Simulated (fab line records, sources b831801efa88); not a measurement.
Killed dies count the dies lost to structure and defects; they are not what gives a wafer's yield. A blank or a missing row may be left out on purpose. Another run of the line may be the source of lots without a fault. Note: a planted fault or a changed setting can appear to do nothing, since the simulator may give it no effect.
fab line records | flow sky130
record: lots: 5 wafers: 15 last-day: 50
route steps=708 shown PASSIVATION@689 PAD_OPEN@694
lots with no fault: from the same line, run without faults
start-h: hours from the record's first day to the start of the lot's first wafer shown | wait-h: time in hours since the lot's previous step | " the same as in the row above | L1.1+2: a row that stands for several wafers | - no value, or no start was given | * or withheld: withheld | < > ~ a bound
route shown NAME@n: names a module that has steps shown in the file, with the first one's number in the route | usual: mean/standard deviation of fault-free wafers | same: alike in all rows | chamber/n: place in a boat | sites: each site's reading | _std_site: how widely they spread, as a standard deviation | _edge_site: mean of outer sites minus mean of inner sites | radius-mm: how far each site lies from the wafer's centre | mask NAME#n: copy n | behind: the most recent tool/chamber to have shaped the wafer | hold: the reason the lot was held/the length of the hold in hours/how it ended | device: transistor that didn't switch, given as n, p or np | end of line: tests of these same wafers at the route's end | a step without rows: its recipe alone | killed: dies lost to structure and defects at the first sort, not the wafer's yield | map: a wafer's dies, x killed, . not, _ none there
set.NAME: the run value of the setting; set.NAME@STEP: its run value at that earlier step | model.NAME: the simulator's own value behind a step, which no gauge read
lots at selected steps of the route; one table per step, one row per wafer
services: the hour from which a tool's chamber was out of use, counted from the record's first day as start-h (under 0 if before that day), plus the number of hours and why
== steps ==
step: SKY_PASSIVATION_EXPOSE_08
recipe: mask-id: NSM target-cd-nm: 3000 na: 0.57 dose-mj: 260
step: SKY_PASSIVATION_PEB_09
recipe: temp-c: 115 time-s: withheld
step: SKY_PASSIVATION_DEVELOP_10
recipe: develop-time-s: 60 dev-temp-c: 23
step: SKY_PASSIVATION_ETCH_11
recipe: chemistry: CF4/O2 target-depth-nm: 725 stop-on: AlCu source-w: 800 bias-w: 150 pressure-mtorr: 150 cf4-flow-sccm: 80 O2_flow_sccm: 10 time-s: 161.1
usual: drypump-motor-current-A: 5.7/0.47 oes-product-au: 0.979/0.0068 throttle-valve-pct: 5.965/0.0094
columns lot.wafer tool chamber start-h wait-h drypump-motor-current-A oes-product-au rf-hours-counter-h throttle-valve-pct
L871.1 rie-diel-01 3 1093.68 - 6.6 0.979 23 5.964
L871.2 " 0 " " 6.5 0.983 10 5.976
L871.4 " 1 " " 5.6 0.982 1 5.976
L881.4 rie-diel-01 3 1150.81 - 6.5 0.986 25 5.954
L881.5 " 2 " " 6.2 0.977 - 5.967
L881.6 " 3 " " 6.6 0.993 - 5.982
L883.2 rie-diel-04 0 1157.06 - 5.2 0.983 22 5.965
L883.3 " 3 " " 5.0 0.978 11 5.958
L883.4 " 2 " " 5.9 0.992 29 5.980
L885.1 rie-diel-04 3 1171.26 - 5.0 0.977 12 5.956
L885.2 " 2 " " 5.9 0.980 29 5.964
L885.3 " 1 " " 4.9 0.964 29 5.959
L886.1 rie-diel-04 2 1173.51 - 5.9 0.967 30 5.982
L886.5 " 1 " " 4.9 0.972 - 5.964
L886.6 " 2 " " 5.9 0.981 - 5.979
step: SKY_PASSIVATION_STRIP_12
recipe: chemistry: O2/N2 power-w: 1400 pressure-mtorr: 1500 platen-temp-c: withheld overash-fraction: 0.7 o2-flow-sccm: 3000 n2-flow-sccm: 300
usual: drypump-motor-current-A: 5.6/0.34 o2-flow-sccm: 2998/8.2 oes-product-au: 0.661/0.0048 strip-time-to-endpoint-s: 31.48/0.12
columns lot.wafer tool chamber start-h wait-h drypump-motor-current-A o2-flow-sccm oes-product-au rf-hours-counter-h strip-time-to-endpoint-s
L871.1 plasma-asher-01 0 1093.79 0.1 5.0 3002 0.668 68 31.36
L871.2 " 1 " " 6.1 3002 0.661 68 31.33
L871.4 " 0 " " 5.0 3013 0.653 - 31.26
L881.4 plasma-asher-02 1 1150.95 0.1 5.7 3000 0.658 - 31.24
L881.5 " 0 " " 5.3 2997 0.662 - 31.38
L881.6 " 1 " " 5.7 2997 0.661 - 31.16
L883.2 plasma-asher-02 0 1157.16 0.1 5.3 2996 0.661 101 31.48
L883.3 " 1 " " 5.7 3008 0.659 - 31.53
L883.4 " 0 " " 5.3 2994 0.660 - 31.53
L885.1 plasma-asher-02 0 1171.37 0.1 5.3 3005 0.656 102 31.63
L885.2 " 1 " " 5.7 3007 0.664 102 31.49
L885.3 " 1 " " 5.7 3006 0.667 - 31.56
L886.1 plasma-asher-02 0 1173.62 0.1 5.3 2981 0.659 102 31.32
L886.5 " 1 " " 5.7 2997 0.656 - 31.37
L886.6 " 0 " " 5.3 2990 0.659 - 31.41
step: SKY_PAD_OPEN_DEHYDRATE_00
recipe: temp-c: 200 time-s: 60
step: SKY_PAD_OPEN_HMDS_01
recipe: prime-time-s: 60 prime-temp-c: 120
step: SKY_PAD_OPEN_COAT_02
recipe: spin-rpm: 2000 resist-thk-nm: 3000
step: SKY_PAD_OPEN_SOFTBAKE_03
recipe: temp-c: 110 time-s: withheld
step: SKY_PAD_OPEN_EXPOSE_04
recipe: mask-id: PDM target-cd-nm: 60000 na: 0.57 dose-mj: 260
step: SKY_PAD_OPEN_PEB_05
recipe: temp-c: 115 time-s: withheld
step: SKY_PAD_OPEN_DEVELOP_06
recipe: develop-time-s: 60 dev-temp-c: 23
step: SKY_PAD_OPEN_ETCH_07
recipe: chemistry: CF4/O2 target-depth-nm: 725 stop-on: AlCu source-w: 800 bias-w: 150 pressure-mtorr: 150 cf4-flow-sccm: 80 O2_flow_sccm: 10 time-s: 161.1
usual: drypump-motor-current-A: 5.5/0.46 oes-product-au: 0.978/0.0065 throttle-valve-pct: 5.965/0.0093
columns lot.wafer tool chamber start-h wait-h drypump-motor-current-A oes-product-au rf-hours-counter-h throttle-valve-pct model.PAD_OPEN.feature-depth-nm model.etch.depth-nm
L871.1 rie-diel-04 0 1113.45 - 5.2 0.875 21 5.913 574.3 574.3
L871.2 " 3 " " 5.0 0.974 8 5.974 708 708
L871.4 " 2 " " 5.9 0.985 - 5.968 716.6 716.6
L881.4 rie-diel-03 2 1169.10 - 4.8 0.972 26 5.977 709 709
L881.5 " 1 " " 6.0 0.983 - 5.963 710.4 710.4
L881.6 " 0 " " 6.0 0.972 - 5.965 707.3 707.3
L883.2 rie-diel-02 3 1174.51 - 5.8 0.981 7 5.978 699.3 699.3
L883.3 " 2 " " 5.5 0.982 24 5.979 707.3 707.3
L883.4 " 0 " " 5.9 0.984 18 5.989 718.3 718.3
L885.1 rie-diel-04 2 1186.10 - 5.9 0.974 30 5.959 699.7 699.7
L885.2 " 3 " " 5.0 0.976 13 5.957 704.9 704.9
L885.3 " 1 " " 4.9 0.967 29 5.960 696.5 696.5
L886.1 rie-diel-03 2 1187.41 - 4.8 0.978 27 5.956 696.7 696.7
L886.5 " 1 " " 6.1 0.979 - 5.973 708 708
L886.6 " 0 " " 6.0 0.980 - 5.970 715.3 715.3
step: SKY_PAD_OPEN_STRIP_08
recipe: chemistry: O2/N2 power-w: 1400 pressure-mtorr: 1500 platen-temp-c: withheld overash-fraction: 0.7 o2-flow-sccm: 3000 n2-flow-sccm: 300
usual: drypump-motor-current-A: 5.6/0.51 o2-flow-sccm: 3001/9.7 oes-product-au: 0.663/0.0043 strip-time-to-endpoint-s: 37.04/0.12
columns lot.wafer tool chamber start-h wait-h drypump-motor-current-A o2-flow-sccm oes-product-au rf-hours-counter-h strip-time-to-endpoint-s
L871.1 plasma-asher-02 0 1113.56 0.1 5.3 3000 0.660 96 36.91
L871.2 " 1 " " 5.7 2989 0.656 96 36.94
L871.4 " 1 " " 5.6 3008 0.664 - 36.89
L881.4 plasma-asher-01 1 1169.24 0.1 6.1 3009 0.664 - 37.02
L881.5 " 0 " " 5.0 3003 0.664 - 37.11
L881.6 " 1 " " 6.1 2996 0.660 - 37.16
L883.2 plasma-asher-04 1 1174.62 0.1 6.3 2995 0.663 11 37.04
L883.3 " 0 " " 5.0 3005 0.664 - 37.10
L883.4 " 1 " " 6.3 2998 0.665 - 37.20
L885.1 plasma-asher-04 0 1186.21 0.1 5.0 2998 0.655 12 37.01
L885.2 " 1 " " 6.4 3010 0.662 12 37.02
L885.3 " 1 " " 6.4 3004 0.664 - 36.89
L886.1 plasma-asher-02 0 1187.52 0.1 5.3 2985 0.659 103 37.06
L886.5 " 1 " " 5.7 3017 0.663 - 36.99
L886.6 " 0 " " 5.3 2997 0.656 - 37.03
step: SKY_PAD_OPEN_PROBE_99
usual: defect-limited-yield: 82.7/1.9 killed_at_M0_to_M3: 43/7.1 killed_at_M4_up: 3.2/1.9 killed-at-contacts: 23/5.1 killed-at-front-end: 15/4.5 killed-at-other: 0.4/0.65 killed-dies: 85/9.4 killed-open: 47/6.8 killed-short: 38/6.1
same: gross-dies: 492 killed-at-back-side: 0
columns lot.wafer tool chamber start-h wait-h defect-limited-yield[%] killed_at_M0_to_M3 killed_at_M4_up killed-at-contacts killed-at-front-end killed-at-other killed-dies killed-open killed-short model.etest.tester.sort-n-pass model.etest.tester.sort-yield-pct model.etest.tester.sort_bin_5_pct model.etest.nfet_01v8_swapped.open model.etest.res-ndiff-hv.open model.etest.field-p.open model.etest.res-ndiff.open model.etest.nfet_05v0_nvt.open
L871.1 prober-02 - 1115.78 0.1 83.1 34 1 35 13 0 83 46 34 0 0 94.72 1 1 1 1 1
L871.2 prober-02 - 1115.83 0.1 82.3 52 1 20 14 0 87 50 33 405 82.32 10.37 0 0 0 0 0
L871.4 prober-02 - 1115.93 0.2 81.1 45 7 23 18 0 93 61 31 399 81.1 11.59 0 0 0 0 0
L881.4 prober-01 - 1171.62 0.2 86.8 29 4 17 15 0 65 38 27 427 86.79 7.724 0 0 0 0 0
L881.5 prober-01 - 1171.67 0.2 82.9 44 4 18 17 1 84 45 38 408 82.93 8.943 0 0 0 0 0
L881.6 prober-01 - 1171.72 0.2 82.5 50 6 16 14 0 86 41 45 406 82.52 9.959 0 0 0 0 0
L883.2 prober-02 - 1177.36 0.1 85.2 37 0 28 8 0 73 39 34 419 85.16 8.537 0 0 0 0 0
L883.3 prober-02 - 1177.41 0.2 79.9 50 2 26 21 0 99 56 43 393 79.88 13.62 0 0 0 0 0
L883.4 prober-02 - 1177.46 0.2 81.9 45 2 29 13 0 89 51 38 403 81.91 10.57 0 0 0 0 0
L885.1 prober-02 - 1188.42 0.1 85.4 38 5 13 16 0 72 37 35 420 85.37 7.317 0 0 0 0 0
L885.2 prober-02 - 1188.47 0.1 81.1 41 3 23 26 0 93 47 46 399 81.1 10.77 0 0 0 0 0
L885.3 prober-02 - 1188.52 0.2 80.1 55 6 24 12 1 98 64 34 394 80.08 13.41 0 0 0 0 0
L886.1 prober-01 - 1189.73 0.1 83.7 39 6 13 21 1 80 38 42 412 83.74 10.37 0 0 0 0 0
L886.5 prober-01 - 1189.93 0.2 83.3 44 1 26 10 1 82 41 41 410 83.33 9.959 0 0 0 0 0
L886.6 prober-01 - 1189.98 0.2 82.1 32 2 33 20 1 88 48 39 404 82.11 9.959 0 0 0 0 0
killed by level:class
L871.1 LI_CONTACT:geometric-particle:open=11 CONTACT:geometric-particle:open=10 VIA3:geometric-particle:open=6 LI_CONTACT:geometric-particle:short=5 CONTACT:geometric-particle:short=5 VIA1:geometric-particle:short=5 METAL2:geometric-particle:short=5 POLY_GATE:geometric-particle:open=4
L871.2 VIA1:geometric-particle:open=14 METAL2:geometric-particle:short=8 CONTACT:geometric-particle:open=8 POLY_GATE:geometric-particle:open=6 LI_CONTACT:geometric-particle:open=5 VIA3:geometric-particle:open=5 VIA2:geometric-particle:open=4 VIA1:geometric-particle:short=4
L871.4 VIA1:geometric-particle:open=11 VIA2:geometric-particle:open=10 CONTACT:geometric-particle:open=9 VIA3:geometric-particle:open=7 LI_CONTACT:geometric-particle:open=6 VIA1:geometric-particle:short=6 FIELD_ISO:geometric-particle:open=5 POLY_GATE:geometric-particle:short=4
L881.4 LI_CONTACT:geometric-particle:open=5 CONTACT:geometric-particle:open=5 VIA3:geometric-particle:open=5 CONTACT:geometric-particle:short=4 VIA1:geometric-particle:open=4 VIA2:geometric-particle:open=4 FIELD_ISO:geometric-particle:short=3 FIELD_ISO:geometric-particle:open=3
L881.5 VIA1:geometric-particle:open=10 CONTACT:geometric-particle:open=7 VIA3:geometric-particle:open=7 FIELD_ISO:geometric-particle:open=5 CONTACT:geometric-particle:short=5 METAL1:geometric-particle:short=5 VIA2:geometric-particle:short=4 VIA3:geometric-particle:short=4
L881.6 VIA2:geometric-particle:open=8 VIA3:geometric-particle:open=8 VIA1:geometric-particle:open=7 VIA1:geometric-particle:short=6 VIA2:geometric-particle:short=6 FIELD_ISO:geometric-particle:short=5 METAL1:geometric-particle:short=5 METAL4:geometric-particle:short=5
L883.2 CONTACT:geometric-particle:open=10 LI_CONTACT:geometric-particle:open=8 VIA1:geometric-particle:open=7 METAL2:geometric-particle:short=7 VIA2:geometric-particle:short=5 VIA1:geometric-particle:short=5 LOCAL_INTERCONNECT:geometric-particle:short=4 VIA2:geometric-particle:open=4
L883.3 VIA2:geometric-particle:open=12 CONTACT:geometric-particle:open=9 VIA1:geometric-particle:open=7 VIA3:geometric-particle:open=7 POLY_GATE:geometric-particle:open=6 POLY_GATE:geometric-particle:short=5 LOCAL_INTERCONNECT:geometric-particle:short=5 METAL1:geometric-particle:short=5
L883.4 CONTACT:geometric-particle:open=12 VIA3:geometric-particle:open=11 LI_CONTACT:geometric-particle:open=7 METAL2:geometric-particle:short=7 VIA1:geometric-particle:short=6 VIA1:geometric-particle:open=6 CONTACT:geometric-particle:short=5 POLY_GATE:geometric-particle:open=4
L885.1 METAL1:geometric-particle:short=8 VIA2:geometric-particle:open=8 VIA1:geometric-particle:open=7 CONTACT:geometric-particle:short=6 FIELD_ISO:geometric-particle:open=5 METAL4:geometric-particle:short=5 CONTACT:geometric-particle:open=5 METAL2:geometric-particle:short=5
L885.2 FIELD_ISO:geometric-particle:short=10 METAL1:geometric-particle:short=8 VIA2:geometric-particle:open=8 CONTACT:geometric-particle:open=8 FIELD_ISO:geometric-particle:open=7 VIA1:geometric-particle:open=7 VIA1:geometric-particle:short=7 CONTACT:geometric-particle:short=6
L885.3 VIA1:geometric-particle:open=14 VIA3:geometric-particle:open=12 LI_CONTACT:geometric-particle:open=9 CONTACT:geometric-particle:open=9 VIA2:geometric-particle:open=9 METAL2:geometric-particle:short=6 POLY_GATE:geometric-particle:short=5 METAL3:geometric-particle:short=4
L886.1 METAL2:geometric-particle:short=7 VIA1:geometric-particle:open=6 VIA2:geometric-particle:open=6 POLY_GATE:geometric-particle:short=5 METAL4:geometric-particle:short=5 FIELD_ISO:geometric-particle:short=4 LI_CONTACT:geometric-particle:short=4 VIA3:geometric-particle:open=4
L886.5 VIA2:geometric-particle:open=12 LI_CONTACT:geometric-particle:open=11 VIA1:geometric-particle:open=9 CONTACT:geometric-particle:short=6 METAL2:geometric-particle:short=6 VIA3:geometric-particle:short=5 POLY_GATE:geometric-particle:short=4 LOCAL_INTERCONNECT:geometric-particle:short=4
L886.6 CONTACT:geometric-particle:open=13 LI_CONTACT:geometric-particle:open=7 CONTACT:geometric-particle:short=7 FIELD_ISO:geometric-particle:short=6 VIA3:geometric-particle:open=6 FIELD_ISO:geometric-particle:open=5 VIA1:geometric-particle:open=5 LOCAL_INTERCONNECT:geometric-particle:short=4
== services ==
columns tool chamber start-h hours kind
plasma-asher-02 - 1075.65 3.7 repair
rie-diel-01 - 1087.73 0.3 repair
rie-diel-04 1 1097.55 19.9 repair
rie-diel-03 - 1098.18 2.8 pm
rie-diel-01 - 1106.19 0.9 repair
rie-diel-02 1 1106.40 12.8 repair
rie-diel-04 2 1117.32 11.1 repair
rie-diel-04 0 1118.03 16.2 repair
rie-diel-04 1 1127.53 8.6 repair
plasma-asher-01 - 1143.21 0.6 repair
rie-diel-01 - 1163.96 8.9 repair
rie-diel-01 - 1182.06 2.9 repair
rie-diel-01 1 1185.52 8.4 repair
== key ==
first-sign: step: SKY_PAD_OPEN_ETCH_07 reading: oes-product-au direction: down sigmas: 16 usual: 0.978 struck: 0.875
effect: step: SKY_PAD_OPEN_ETCH_07 reading: throttle-valve-pct direction: down sigmas: 5.6 usual: 5.965 struck: 5.913
model-effect: step: SKY_PAD_OPEN_ETCH_07 value: PAD_OPEN.feature-depth-nm without: 705.5 struck: 574.3
model-effect: step: SKY_PAD_OPEN_PROBE_99 value: etest.tester.sort-n-pass without: 409 struck: 0
met-at SKY_PAD_OPEN_ETCH_07
struck-wafers L871.1
fault: kind: process-parameter-drift tool: rie-diel-04 chamber: - onset-h: 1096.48 steps: SKY_PAD_OPEN_ETCH_07 channel: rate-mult offset: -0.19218 shape: step end-h: 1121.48 scope: struck-wafers-only
